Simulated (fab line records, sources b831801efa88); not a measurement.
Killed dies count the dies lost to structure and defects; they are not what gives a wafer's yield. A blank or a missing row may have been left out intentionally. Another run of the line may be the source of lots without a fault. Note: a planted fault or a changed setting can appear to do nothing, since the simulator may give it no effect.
fab line records | flow sfq_line | part 1 of 2: steps 1 to 24 of 36
record: lots: 5 | wafers: 15 | last_day: 83
route steps=325 shown JJ@192 M5@198 A5B@209 R5@212
lots that met no fault: from a run of the same line without faults
start_h: hours from the record's opening day to when the first of the lot's shown wafers began | wait_h: time in hours since the lot's previous step | " repeats the value in the row above | L1.1+2: one row covering several wafers at once | - no value, or no start given | * or withheld: withheld | < > ~ a bound
route shown NAME@n: NAME is a module with steps in the file, n the number in the route of the first one | usual: mean/standard deviation of fault-free wafers | same: alike in all rows | chamber/n: place in a boat | sites: the reading at each site | _std_site: their standard deviation | _edge_site: mean of outer sites minus mean of inner sites | radius_mm: for every site, how far away it sits from the centre of the wafer | mask NAME#n: copy n | behind: the tool/chamber that last shaped the wafer | hold: cause of the lot's hold/its duration in hours/its outcome | device: whichever transistor did not switch (one of n, p or np) | end of line: tests of these same wafers at the route's end | a step without rows: its recipe alone | killed: not the wafer's yield, but the dies lost to structure and defects at the first sort | map: shows each die of a wafer: x if killed, . if not, _ if none is there
set.NAME: the setting the step ran with; set.NAME@STEP: the setting that earlier step ran with | model.NAME: the simulator's own value behind a step, which no gauge read
lots at selected steps of the route; one table per step, one row per wafer
services: from which hour (start_h, from the record's first day; less than 0 if before it) a tool's chamber was out of use, for how many hours, and why
== steps ==
step: SFQ_TRILAYER_JJ_CE_METRO_MEASURE_117
usual: cd_nm: 700.3/1.5
lot.wafer | tool      | chamber | start_h | wait_h | cd_nm
L077.1    | cd_sem-02 | -       | 1201.05 | 0.0    | 701.5
L077.4    | "         | -       | "       | "      | 700.5
L077.6    | "         | -       | "       | "      | 701.9
L078.1    | cd_sem-01 | -       | 1249.08 | 0.0    | 700.4
L078.3    | "         | -       | "       | "      | 699.9
L078.5    | "         | -       | "       | "      | 699.8
L081.3    | cd_sem-02 | -       | 1253.08 | 0.4    | 701.1
L081.4    | "         | -       | "       | "      | 698.1
L081.6    | "         | -       | "       | "      | 698.8
L082.2    | cd_sem-01 | -       | 1255.28 | 0.2    | 700.3
L082.5    | "         | -       | "       | "      | 699.4
L082.6    | "         | -       | "       | "      | 699.4
L088.1    | cd_sem-01 | -       | 1292.01 | 0.0    | 700.0
L088.3    | "         | -       | "       | "      | 699.5
L088.4    | "         | -       | "       | "      | 699.2
step: SFQ_TRILAYER_JJ_CE_BARC_OPEN_RIE_150
recipe: mask_material: PR | chemistry: O2 | target_depth_nm: 240 | target: BARC | icp_w: 600 | bias_w: 80 | pressure_mtorr: 10 | time_s: 80
usual: drypump_motor_current_A: 5.7/0.45 | he_backside_leak_sccm: 3.39/0.2 | oes_product_au: 0.538/0.0049
lot.wafer | tool         | chamber | start_h | wait_h | drypump_motor_current_A | he_backside_leak_sccm | oes_product_au | rf_hours_counter_h
L077.1    | rie_metal-04 | 0       | 1202.25 | 1.0    | 5.8                     | 3.08                  | 0.542          | 103
L077.4    | "            | 0       | "       | "      | 5.8                     | 3.22                  | 0.542          | -
L077.6    | "            | 0       | "       | "      | 5.8                     | 3.28                  | 0.536          | -
L078.1    | rie_metal-04 | 0       | 1250.28 | 1.0    | 5.8                     | 3.41                  | 0.531          | 110
L078.3    | "            | 1       | "       | "      | 5.5                     | 3.51                  | 0.537          | -
L078.5    | "            | 1       | "       | "      | 5.5                     | 3.40                  | 0.539          | -
L081.3    | rie_metal-02 | 0       | 1253.92 | 0.6    | 6.7                     | 3.16                  | 0.525          | -
L081.4    | "            | 1       | "       | "      | 5.4                     | 3.33                  | 0.539          | -
L081.6    | "            | 0       | "       | "      | 6.7                     | 3.13                  | 0.541          | -
L082.2    | rie_metal-02 | 1       | 1256.28 | 0.8    | 5.4                     | 3.20                  | 0.544          | 127
L082.5    | "            | 0       | "       | "      | 6.7                     | 3.09                  | 0.537          | -
L082.6    | "            | 1       | "       | "      | 5.4                     | 3.41                  | 0.545          | -
L088.1    | rie_metal-02 | 1       | 1293.21 | 1.0    | 5.4                     | 3.34                  | 0.540          | 134
L088.3    | "            | 1       | "       | "      | 5.4                     | 3.41                  | 0.529          | -
L088.4    | "            | 1       | "       | "      | 5.4                     | 3.39                  | 0.536          | -
step: SFQ_TRILAYER_JJ_CE_ETCH_RIE_118
recipe: target: Nb | stop_on: Al2O3 | mask_material: PR | taper_deg: 13.257 | over_etch_frac: 0.15 | time_s: 97.7 | chemistry: SF6 | target_depth_nm: 170 | icp_w: 600 | bias_w: 80 | pressure_mtorr: 10
usual: drypump_motor_current_A: 5.7/0.44 | he_backside_leak_sccm: 3.5/0.45 | oes_product_au: 0.988/0.0067
lot.wafer | tool         | chamber | start_h | wait_h | drypump_motor_current_A | he_backside_leak_sccm | oes_product_au | rf_hours_counter_h
L077.1    | rie_metal-04 | 0       | 1202.34 | 0.1    | 5.8                     | 3.2                   | 0.983          | 103
L077.4    | "            | 0       | "       | "      | 5.8                     | 3.1                   | 1.000          | -
L077.6    | "            | 0       | "       | "      | 5.8                     | 3.3                   | 0.993          | -
L078.1    | rie_metal-04 | 0       | 1250.37 | 0.1    | 5.8                     | 3.3                   | 0.997          | 110
L078.3    | "            | 1       | "       | "      | 5.5                     | 3.7                   | 0.982          | -
L078.5    | "            | 1       | "       | "      | 5.5                     | 3.8                   | 0.987          | -
L081.3    | rie_metal-02 | 0       | 1254.05 | 0.1    | 6.7                     | 3.1                   | 0.974          | -
L081.4    | "            | 1       | "       | "      | 5.4                     | 3.4                   | 0.984          | -
L081.6    | "            | 0       | "       | "      | 6.7                     | 3.2                   | 0.991          | -
L082.2    | rie_metal-02 | 1       | 1256.40 | 0.1    | 5.4                     | 3.4                   | 0.985          | 127
L082.5    | "            | 0       | "       | "      | 6.7                     | 3.2                   | 0.977          | -
L082.6    | "            | 1       | "       | "      | 5.4                     | 3.4                   | 0.985          | -
L088.1    | rie_metal-02 | 1       | 1293.39 | 0.2    | 5.4                     | 3.5                   | 0.984          | 135
L088.3    | "            | 1       | "       | "      | 5.5                     | 6.5                   | 0.994          | -
L088.4    | "            | 1       | "       | "      | 5.4                     | 3.4                   | 0.988          | -
step: SFQ_TRILAYER_JJ_ANODIZE_ANODIZE_119
recipe: current_density_ma_cm2: withheld | end_current_density_ma_cm2: withheld | bath_temp_c: withheld
lot.wafer  | tool         | chamber | start_h | wait_h
L077.1+4+6 | wet_bench-05 | 3,0,7   | 1202.45 | 0.1
L078.1+3+5 | wet_bench-06 | 7,6,5   | 1250.48 | 0.1
L081.3+4+6 | wet_bench-05 | 7,0,6   | 1254.14 | 0.0
L082.2+5+6 | wet_bench-06 | 3,4,1   | 1256.54 | 0.1
L088.1+3+4 | wet_bench-06 | 4,3,2   | 1293.61 | 0.2
step: SFQ_TRILAYER_JJ_CE_STRIP_STRIP_120
recipe: gas: O2 | power_w: 200 | platen_temp_c: 40 | overash_fraction: 0.65 | chemistry: O2 | pressure_mtorr: 50
usual: drypump_motor_current_A: 5.7/0.42 | he_backside_leak_sccm: 3.4/0.33 | oes_product_au: 0.998/0.0092
lot.wafer | tool         | chamber | start_h | wait_h | drypump_motor_current_A | he_backside_leak_sccm | oes_product_au | rf_hours_counter_h
L077.1    | rie_metal-04 | 0       | 1202.95 | 0.0    | 5.8                     | 3.4                   | 1.008          | 103
L077.4    | "            | 0       | "       | "      | 5.8                     | 3.3                   | 1.001          | -
L077.6    | "            | 1       | "       | "      | 5.5                     | 3.6                   | 0.998          | -
L078.1    | rie_metal-03 | 0       | 1250.98 | 0.0    | 5.2                     | 3.3                   | 0.996          | 61
L078.3    | "            | 1       | "       | "      | 6.0                     | 3.7                   | 0.999          | -
L078.5    | "            | 0       | "       | "      | 5.2                     | 3.3                   | 1.010          | -
L081.3    | rie_metal-04 | 0       | 1254.84 | 0.2    | 5.8                     | 3.1                   | 0.996          | -
L081.4    | "            | 1       | "       | "      | 5.5                     | 3.5                   | 0.990          | -
L081.6    | "            | 1       | "       | "      | 5.5                     | 3.7                   | 0.991          | -
L082.2    | rie_metal-04 | 0       | 1257.04 | 0.0    | 5.8                     | 3.3                   | 1.005          | 111
L082.5    | "            | 1       | "       | "      | 5.5                     | 3.9                   | 1.002          | -
L082.6    | "            | 0       | "       | "      | 5.8                     | 3.2                   | 1.009          | -
L088.1    | rie_metal-04 | 1       | 1294.11 | 0.0    | 5.5                     | 3.7                   | 0.992          | 93
L088.3    | "            | 1       | "       | "      | 5.5                     | 3.8                   | 0.987          | -
L088.4    | "            | 0       | "       | "      | 5.8                     | 3.3                   | 0.999          | -
step: SFQ_TRILAYER_JJ_CE_STRIP_SOLV_CLEAN_121
recipe: chemistry: NMP | temp_c: 70 | time_s: 600
lot.wafer  | tool         | chamber | start_h | wait_h
L077.1+4+6 | wet_bench-02 | 7,3,0   | 1203.55 | 0.4
L078.1+3+5 | wet_bench-01 | 4,1,5   | 1251.58 | 0.4
L081.3+4+6 | wet_bench-04 | 7,3,5   | 1255.24 | 0.2
L082.2+5+6 | wet_bench-01 | 0,7,3   | 1257.64 | 0.4
L088.1+3+4 | wet_bench-02 | 0,6,7   | 1294.71 | 0.4
step: SFQ_TRILAYER_M5_LITHO_COAT_128
recipe: resist: BARC | spin_rpm: 3000 | resist_thk_nm: 62
lot.wafer  | tool           | chamber | start_h | wait_h
L077.1+4+6 | litho_track-01 | 0       | 1203.77 | 0.1
L078.1+3+5 | litho_track-02 | 0       | 1251.75 | 0.0
L081.3+4+6 | litho_track-04 | 0       | 1255.52 | 0.1
L082.2+5+6 | litho_track-01 | 0       | 1257.87 | 0.1
L088.1+3+4 | litho_track-01 | 0       | 1294.88 | 0.0
step: SFQ_TRILAYER_M5_LITHO_COAT_123
recipe: resist: KrF | spin_rpm: 3000 | resist_thk_nm: 600
lot.wafer  | tool           | chamber | start_h | wait_h
L077.1+4+6 | litho_track-01 | 0       | 1204.07 | 0.2
L078.1+3+5 | litho_track-02 | 0       | 1252.05 | 0.2
L081.3+4+6 | litho_track-04 | 0       | 1255.82 | 0.2
L082.2+5+6 | litho_track-01 | 0       | 1258.17 | 0.2
L088.1+3+4 | litho_track-01 | 0       | 1295.18 | 0.2
step: SFQ_TRILAYER_M5_LITHO_SOFTBAKE_127
recipe: temp_c: withheld | time_s: withheld | resist: KrF
lot.wafer  | tool           | chamber | start_h | wait_h
L077.1+4+6 | litho_track-01 | 0       | 1204.37 | 0.2
L078.1+3+5 | litho_track-02 | 0       | 1252.35 | 0.2
L081.3+4+6 | litho_track-04 | 0       | 1256.07 | 0.2
L082.2+5+6 | litho_track-01 | 0       | 1258.44 | 0.2
L088.1+3+4 | litho_track-01 | 0       | 1295.48 | 0.2
step: SFQ_TRILAYER_M5_LITHO_EXPOSE_124
recipe: mask_id: M5 | na: 0.6 | source_shape: conventional | sigma_outer: 0.65 | target_cd_nm: 700 | dose_mj: 14.4
lot.wafer  | tool           | chamber | start_h | wait_h | mask
L077.1+4+6 | krf_scanner-01 | 0       | 1216.03 | -      | M5#0
L078.1+3+5 | krf_scanner-02 | 0       | 1375.27 | -      | M5#0
L081.3+4+6 | krf_scanner-02 | 0       | 1384.07 | -      | M5#0
L082.2+5+6 | krf_scanner-02 | 0       | 1386.27 | -      | M5#0
L088.1+3+4 | krf_scanner-01 | 0       | 1414.99 | -      | M5#0
step: SFQ_TRILAYER_M5_LITHO_PEB_126
recipe: peb_temp_c: 115 | peb_time_s: 60 | resist: KrF
usual: heater_power_total_W: 79.16/0.068
same: peb_time_s: 60
lot.wafer | tool           | chamber | start_h | wait_h | heater_power_total_W
L077.1    | litho_track-02 | 0       | 1217.23 | 1.0    | 79.21
L077.4    | "              | 0       | "       | "      | 78.94
L077.6    | "              | 0       | "       | "      | 79.17
L078.1    | litho_track-01 | 0       | 1376.47 | 1.0    | 79.31
L078.3    | "              | 0       | "       | "      | 79.15
L078.5    | "              | 0       | "       | "      | 79.25
L081.3    | litho_track-01 | 0       | 1384.92 | 0.7    | 79.04
L081.4    | "              | 0       | "       | "      | 79.16
L081.6    | "              | 0       | "       | "      | 79.14
L082.2    | litho_track-01 | 0       | 1387.29 | 0.8    | 79.03
L082.5    | "              | 0       | "       | "      | 79.18
L082.6    | "              | 0       | "       | "      | 79.19
L088.1    | litho_track-04 | 0       | 1416.19 | 1.0    | 79.12
L088.3    | "              | 0       | "       | "      | 79.25
L088.4    | "              | 0       | "       | "      | 79.23
step: SFQ_TRILAYER_M5_LITHO_DEVELOP_125
recipe: time_s: 60 | resist: KrF
lot.wafer  | tool           | chamber | start_h | wait_h
L077.1+4+6 | litho_track-02 | 0       | 1217.38 | 0.1
L078.1+3+5 | litho_track-01 | 0       | 1376.62 | 0.1
L081.3+4+6 | litho_track-01 | 0       | 1385.07 | 0.1
L082.2+5+6 | litho_track-01 | 0       | 1387.44 | 0.1
L088.1+3+4 | litho_track-04 | 0       | 1416.34 | 0.1
step: SFQ_M5_OVL_MEAS_932
usual: M5_OVL: 1/4.8
lot.wafer | tool       | chamber | start_h | wait_h | M5_OVL[nm]
L077.1    | overlay-01 | -       | 1217.53 | 0.1    | -4
L077.4    | "          | -       | "       | "      | -5
L077.6    | "          | -       | "       | "      | 0
L078.1    | overlay-01 | -       | 1376.77 | 0.1    | 5
L078.3    | "          | -       | "       | "      | 0
L078.5    | "          | -       | "       | "      | 0
L081.3    | overlay-02 | -       | 1385.18 | 0.1    | -1
L081.4    | "          | -       | "       | "      | -1
L081.6    | "          | -       | "       | "      | -2
L082.2    | overlay-02 | -       | 1387.57 | 0.1    | 0
L082.5    | "          | -       | "       | "      | 2
L082.6    | "          | -       | "       | "      | 3
L088.1    | overlay-01 | -       | 1416.49 | 0.1    | -6
L088.3    | "          | -       | "       | "      | -5
L088.4    | "          | -       | "       | "      | -8
step: SFQ_TRILAYER_M5_BARC_OPEN_METAL_ETCH_161
recipe: mask_material: PR | chemistry: O2 | target_depth_nm: 125 | target: BARC | icp_w: 600 | bias_w: 80 | pressure_mtorr: 10.34 | time_s: 41.7
usual: drypump_motor_current_A: 5.7/0.34 | he_backside_leak_sccm: 3.47/0.22 | oes_product_au: 0.685/0.0044
lot.wafer | tool         | chamber | start_h | wait_h | drypump_motor_current_A | he_backside_leak_sccm | oes_product_au | rf_hours_counter_h
L077.1    | rie_metal-01 | 1       | 1217.57 | 0.0    | 6.2                     | 3.72                  | 0.686          | 45
L077.4    | "            | 0       | "       | "      | 5.9                     | 3.31                  | 0.690          | -
L077.6    | "            | 0       | "       | "      | 5.9                     | 3.26                  | 0.689          | -
L078.1    | rie_metal-04 | 1       | 1376.80 | 0.0    | 5.5                     | 3.63                  | 0.682          | 107
L078.3    | "            | 0       | "       | "      | 5.8                     | 3.47                  | 0.686          | -
L078.5    | "            | 1       | "       | "      | 5.5                     | 3.58                  | 0.684          | -
L081.3    | rie_metal-03 | 0       | 1385.22 | 0.0    | 5.2                     | 3.34                  | 0.682          | -
L081.4    | "            | 1       | "       | "      | 6.0                     | 3.08                  | 0.684          | -
L081.6    | "            | 0       | "       | "      | 5.2                     | 3.42                  | 0.684          | -
L082.2    | rie_metal-01 | 1       | 1387.60 | 0.0    | 6.1                     | 4.00                  | 0.689          | 75
L082.5    | "            | 1       | "       | "      | 6.1                     | 3.82                  | 0.689          | -
L082.6    | "            | 0       | "       | "      | 5.9                     | 3.23                  | 0.685          | -
L088.1    | rie_metal-04 | 0       | 1416.53 | 0.0    | 5.8                     | 3.46                  | 0.681          | 135
L088.3    | "            | 1       | "       | "      | 5.5                     | 3.85                  | 0.686          | -
L088.4    | "            | 0       | "       | "      | 5.8                     | 3.26                  | 0.687          | -
step: SFQ_TRILAYER_M5_ETCH_METAL_ETCH_126
recipe: target: Nb | stop_on: SiO2 | mask_material: PR | over_etch_frac: 0.15 | time_s: 203.2 | chemistry: Cl2/BCl3 | target_depth_nm: 265 | icp_w: 600 | bias_w: 80 | pressure_mtorr: 10
usual: drypump_motor_current_A: 5.7/0.34 | he_backside_leak_sccm: 3.5/0.43 | oes_product_au: 0.730/0.0056
lot.wafer | tool         | chamber | start_h | wait_h | drypump_motor_current_A | he_backside_leak_sccm | oes_product_au | rf_hours_counter_h
L077.1    | rie_metal-01 | 1       | 1217.63 | 0.0    | 6.1                     | 3.5                   | 0.727          | 45
L077.4    | "            | 0       | "       | "      | 5.9                     | 3.4                   | 0.732          | -
L077.6    | "            | 0       | "       | "      | 5.9                     | 3.3                   | 0.723          | -
L078.1    | rie_metal-04 | 1       | 1376.86 | 0.0    | 5.5                     | 3.7                   | 0.724          | 107
L078.3    | "            | 0       | "       | "      | 5.8                     | 3.4                   | 0.729          | -
L078.5    | "            | 1       | "       | "      | 5.5                     | 3.6                   | 0.721          | -
L081.3    | rie_metal-03 | 0       | 1385.33 | 0.1    | 5.2                     | 3.4                   | 0.722          | -
L081.4    | "            | 1       | "       | "      | 6.0                     | 3.3                   | 0.724          | -
L081.6    | "            | 0       | "       | "      | 5.1                     | 3.5                   | 0.728          | -
L082.2    | rie_metal-01 | 1       | 1387.66 | 0.0    | 6.2                     | 3.7                   | 0.728          | 75
L082.5    | "            | 1       | "       | "      | 6.2                     | 3.7                   | 0.731          | -
L082.6    | "            | 0       | "       | "      | 5.9                     | 3.2                   | 0.719          | -
L088.1    | rie_metal-04 | 0       | 1416.59 | 0.0    | 5.8                     | 3.6                   | 0.725          | 135
L088.3    | "            | 1       | "       | "      | 5.5                     | 3.8                   | 0.722          | -
L088.4    | "            | 0       | "       | "      | 5.8                     | 3.2                   | 0.728          | -
step: SFQ_TRILAYER_M5_STRIP_STRIP_127
recipe: gas: O2 | power_w: 200 | platen_temp_c: 40 | overash_fraction: 0.65 | chemistry: O2 | pressure_mtorr: 50
usual: drypump_motor_current_A: 5.7/0.35 | he_backside_leak_sccm: 3.49/0.25 | oes_product_au: 0.998/0.0078
lot.wafer | tool         | chamber | start_h | wait_h | drypump_motor_current_A | he_backside_leak_sccm | oes_product_au | rf_hours_counter_h
L077.1    | rie_metal-01 | 1       | 1217.82 | 0.1    | 6.2                     | 3.40                  | 1.000          | 45
L077.4    | "            | 0       | "       | "      | 5.9                     | 3.30                  | 0.987          | -
L077.6    | "            | 0       | "       | "      | 5.9                     | 3.29                  | 0.991          | -
L078.1    | rie_metal-04 | 1       | 1377.06 | 0.1    | 5.5                     | 3.60                  | 1.004          | 107
L078.3    | "            | 0       | "       | "      | 5.8                     | 3.27                  | 0.998          | -
L078.5    | "            | 1       | "       | "      | 5.5                     | 3.80                  | 1.000          | -
L081.3    | rie_metal-03 | 0       | 1385.66 | 0.3    | 5.2                     | 3.48                  | 1.017          | -
L081.4    | "            | 1       | "       | "      | 6.0                     | 3.30                  | 0.991          | -
L081.6    | "            | 0       | "       | "      | 5.2                     | 3.42                  | 1.008          | -
L082.2    | rie_metal-01 | 1       | 1387.86 | 0.1    | 6.1                     | 3.92                  | 1.003          | 75
L082.5    | "            | 1       | "       | "      | 6.2                     | 3.94                  | 1.003          | -
L082.6    | "            | 0       | "       | "      | 5.9                     | 3.12                  | 0.994          | -
L088.1    | rie_metal-04 | 0       | 1416.78 | 0.1    | 5.8                     | 3.18                  | 0.995          | 135
L088.3    | "            | 1       | "       | "      | 5.5                     | 3.75                  | 0.988          | -
L088.4    | "            | 0       | "       | "      | 5.8                     | 3.25                  | 1.001          | -
step: SFQ_TRILAYER_M5_STRIP_SOLV_CLEAN_128
recipe: chemistry: NMP | temp_c: 70 | time_s: 600
lot.wafer  | tool         | chamber | start_h | wait_h
L077.1+4+6 | wet_bench-04 | 3,0,7   | 1218.42 | 0.4
L078.1+3+5 | wet_bench-02 | 6,1,0   | 1377.66 | 0.4
L081.3+4+6 | wet_bench-02 | 6,0,5   | 1386.06 | 0.2
L082.2+5+6 | wet_bench-03 | 7,1,6   | 1388.46 | 0.4
L088.1+3+4 | wet_bench-02 | 0,1,2   | 1417.38 | 0.4
step: SFQ_TRILAYER_A5B_DEP_PECVD_129
recipe: material: SiO2 | temp_c: 150 | time_s: 133.33 | pressure_torr: 2.4 | rf_w: 183.3 | precursor: SiH4/N2O | target_thk_nm: 600
usual: chamber_pressure_Torr: 2.400/0.0051 | heater_power_w: 86/17 | throttle_valve_pct: 24.2/1.5
lot.wafer | tool     | chamber | start_h | wait_h | chamber_pressure_Torr | heater_power_w | throttle_valve_pct
L077.1    | pecvd-02 | 0       | 1218.60 | 0.0    | 2.406                 | 86             | 23.7
L077.4    | "        | 2       | "       | "      | 2.395                 | 99             | 21.8
L077.6    | "        | 1       | "       | "      | 2.402                 | 94             | 22.4
L078.1    | pecvd-02 | 1       | 1377.83 | 0.0    | 2.400                 | 96             | 22.6
L078.3    | "        | 2       | "       | "      | 2.399                 | 99             | 22.3
L078.5    | "        | 0       | "       | "      | 2.400                 | 94             | 24.0
L081.3    | pecvd-02 | 0       | 1386.23 | 0.0    | 2.404                 | 101            | 24.0
L081.4    | "        | 0       | "       | "      | 2.399                 | 84             | 24.0
L081.6    | "        | 2       | "       | "      | 2.399                 | 102            | 22.2
L082.2    | pecvd-03 | 2       | 1388.63 | 0.0    | 2.399                 | 112            | 23.7
L082.5    | "        | 1       | "       | "      | 2.399                 | 59             | 24.8
L082.6    | "        | 0       | "       | "      | 2.392                 | 81             | 23.9
L088.1    | pecvd-01 | 2       | 1417.56 | 0.0    | 2.402                 | 65             | 25.2
L088.3    | "        | 1       | "       | "      | 2.406                 | 80             | 23.9
L088.4    | "        | 0       | "       | "      | 2.411                 | 66             | 28.6
step: SFQ_TRILAYER_A5B_CMP_CMP_130
recipe: stop_on: Nb | down_force_psi: 3.144 | platen_rpm: 60 | target_thk_nm: 340.7
usual: head_pressure_psi: 3.143/0.0074 | motor_current_A: 10.3/0.72 | retaining_ring_pressure_frac: 1.000/0.0052
lot.wafer | tool   | chamber | start_h | wait_h | head_pressure_psi | motor_current_A | retaining_ring_pressure_frac
L077.4    | cmp-01 | 3       | 1223.28 | 4.6    | 3.148             | 9.9             | 1.000
L077.1    | "      | 1       | 1224.28 | 5.6    | 3.137             | 10.9            | 1.003
L077.6    | "      | 3       | 1225.28 | 6.6    | 3.141             | 10.5            | 0.992
L078.3    | cmp-02 | 3       | 1377.92 | 0.0    | 3.140             | 11.1            | 0.992
L078.1    | "      | 1       | 1378.92 | 1.0    | 3.143             | 9.4             | 0.996
L078.5    | "      | 0       | 1380.42 | 2.5    | 3.142             | 10.4            | 1.000
L081.3    | cmp-01 | 2       | 1386.82 | 0.5    | 3.139             | 10.7            | 0.996
L081.4    | "      | 0       | 1387.82 | 1.5    | 3.148             | 11.1            | 0.998
L081.6    | "      | 1       | "       | "      | 3.138             | 10.7            | 1.001
L082.2    | cmp-01 | 3       | 1389.82 | 1.1    | 3.143             | 9.9             | 0.996
L082.6    | "      | 2       | 1391.32 | 2.6    | 3.142             | 10.8            | 1.007
L082.5    | "      | 3       | "       | "      | 3.143             | 9.8             | 0.992
L088.1    | cmp-01 | 1       | 1417.65 | 0.0    | 3.153             | 10.4            | 1.004
L088.4    | "      | 2       | "       | "      | 3.151             | 10.7            | 1.003
L088.3    | "      | 3       | "       | "      | 3.134             | 10.4            | 1.000
step: SFQ_TRILAYER_A5B_METRO_MEASURE_131
usual: thk_nm: 340/6.6
lot.wafer | tool          | chamber | start_h | wait_h | thk_nm
L077.1    | film_metro-01 | -       | 1226.28 | 1.5    | 345
L077.4    | "             | -       | "       | "      | 348
L077.6    | "             | -       | "       | "      | 344
L078.1    | film_metro-02 | -       | 1380.92 | 1.5    | 350
L078.3    | "             | -       | "       | "      | 348
L078.5    | "             | -       | "       | "      | 350
L081.3    | film_metro-04 | -       | 1389.72 | 2.4    | 338
L081.4    | "             | -       | "       | "      | 330
L081.6    | "             | -       | "       | "      | 339
L082.2    | film_metro-02 | -       | 1392.52 | 2.2    | 342
L082.5    | "             | -       | "       | "      | 340
L082.6    | "             | -       | "       | "      | 335
L088.1    | film_metro-02 | -       | 1420.65 | 2.5    | 346
L088.3    | "             | -       | "       | "      | 345
L088.4    | "             | -       | "       | "      | 340
step: SFQ_TRILAYER_R5_DEP_SPUTTER_132
recipe: material: Ti | base_pressure_pa: 1.33e-06 | target_thk_nm: 5 | power_w: 2000 | time_s: 5 | chamber_pressure_pa: 0.4
usual: throttle_valve_pct: 30.0/1.3
lot.wafer | tool           | chamber | start_h | wait_h | throttle_valve_pct
L077.1    | pvd_sputter-04 | -       | 1227.48 | 1.0    | 28.4
L077.4    | "              | -       | "       | "      | 31.8
L077.6    | "              | -       | "       | "      | 32.1
L078.1    | pvd_sputter-05 | -       | 1382.12 | 1.0    | 30.7
L078.3    | "              | -       | "       | "      | 30.7
L078.5    | "              | -       | "       | "      | 28.8
L081.3    | pvd_sputter-06 | -       | 1390.52 | 0.6    | 30.7
L081.4    | "              | -       | "       | "      | 27.7
L081.6    | "              | -       | "       | "      | 28.8
L082.2    | pvd_sputter-04 | -       | 1393.52 | 0.8    | 32.0
L082.5    | "              | -       | "       | "      | 30.1
L082.6    | "              | -       | "       | "      | 31.8
L088.1    | pvd_sputter-05 | -       | 1421.85 | 1.0    | 30.6
L088.3    | "              | -       | "       | "      | 30.8
L088.4    | "              | -       | "       | "      | 28.5
step: SFQ_TRILAYER_R5_DEP_SPUTTER_133
recipe: material: MoNx | base_pressure_pa: 1.33e-06 | target_thk_nm: 40 | power_w: 1000 | time_s: 66.7 | chamber_pressure_pa: 0.4
usual: throttle_valve_pct: 30.0/1.3
lot.wafer | tool           | chamber | start_h | wait_h | throttle_valve_pct
L077.1    | pvd_sputter-04 | -       | 1227.50 | 0.0    | 28.5
L077.4    | "              | -       | "       | "      | 31.8
L077.6    | "              | -       | "       | "      | 31.7
L078.1    | pvd_sputter-05 | -       | 1382.14 | 0.0    | 30.7
L078.3    | "              | -       | "       | "      | 30.6
L078.5    | "              | -       | "       | "      | 28.6
L081.3    | pvd_sputter-06 | -       | 1390.54 | 0.0    | 30.7
L081.4    | "              | -       | "       | "      | 27.7
L081.6    | "              | -       | "       | "      | 28.8
L082.2    | pvd_sputter-04 | -       | 1393.54 | 0.0    | 31.6
L082.5    | "              | -       | "       | "      | 29.8
L082.6    | "              | -       | "       | "      | 32.1
L088.1    | pvd_sputter-05 | -       | 1421.87 | 0.0    | 30.4
L088.3    | "              | -       | "       | "      | 30.5
L088.4    | "              | -       | "       | "      | 28.7
step: SFQ_TRILAYER_R5_DEP_SPUTTER_134
recipe: material: Ti | base_pressure_pa: 1.33e-06 | target_thk_nm: 5 | power_w: 2000 | time_s: 5 | chamber_pressure_pa: 0.4
usual: throttle_valve_pct: 30.1/1.3
lot.wafer | tool           | chamber | start_h | wait_h | throttle_valve_pct
L077.1    | pvd_sputter-04 | -       | 1227.56 | 0.0    | 28.4
L077.4    | "              | -       | "       | "      | 32.0
L077.6    | "              | -       | "       | "      | 31.9
L078.1    | pvd_sputter-05 | -       | 1382.19 | 0.0    | 30.5
L078.3    | "              | -       | "       | "      | 30.5
L078.5    | "              | -       | "       | "      | 28.8
L081.3    | pvd_sputter-06 | -       | 1390.59 | 0.0    | 30.6
L081.4    | "              | -       | "       | "      | 27.5
L081.6    | "              | -       | "       | "      | 28.7
L082.2    | pvd_sputter-04 | -       | 1393.59 | 0.0    | 31.8
L082.5    | "              | -       | "       | "      | 30.1
L082.6    | "              | -       | "       | "      | 31.8
L088.1    | pvd_sputter-05 | -       | 1421.92 | 0.0    | 30.8
L088.3    | "              | -       | "       | "      | 30.7
L088.4    | "              | -       | "       | "      | 28.7
step: SFQ_R5_RS_MEAS_933
recipe: thk_meas_gauge: four-point-probe | reads: Ti_of_TRILAYER_R5_DEP_SPUTTER_134+MoNx_of_TRILAYER_R5_DEP_SPUTTER_133+Ti_of_TRILAYER_R5_DEP_SPUTTER_132
usual: R5_MONX_RS: 7.07/0.079
lot.wafer | tool          | chamber | start_h | wait_h | R5_MONX_RS[ohm/sq]
L077.1    | film_metro-03 | -       | 1227.58 | 0.0    | 6.92
L077.4    | "             | -       | "       | "      | 7.07
L077.6    | "             | -       | "       | "      | 7.08
L078.1    | film_metro-03 | -       | 1382.21 | 0.0    | 7.19
L078.3    | "             | -       | "       | "      | 7.09
L078.5    | "             | -       | "       | "      | 7.06
L081.3    | film_metro-02 | -       | 1390.65 | 0.0    | 7.14
L081.4    | "             | -       | "       | "      | 7.11
L081.6    | "             | -       | "       | "      | 7.12
L082.2    | film_metro-03 | -       | 1393.63 | 0.0    | 6.99
L082.5    | "             | -       | "       | "      | 7.11
L082.6    | "             | -       | "       | "      | 7.05
L088.1    | film_metro-03 | -       | 1421.94 | 0.0    | 6.91
L088.3    | "             | -       | "       | "      | 7.06
L088.4    | "             | -       | "       | "      | 6.98
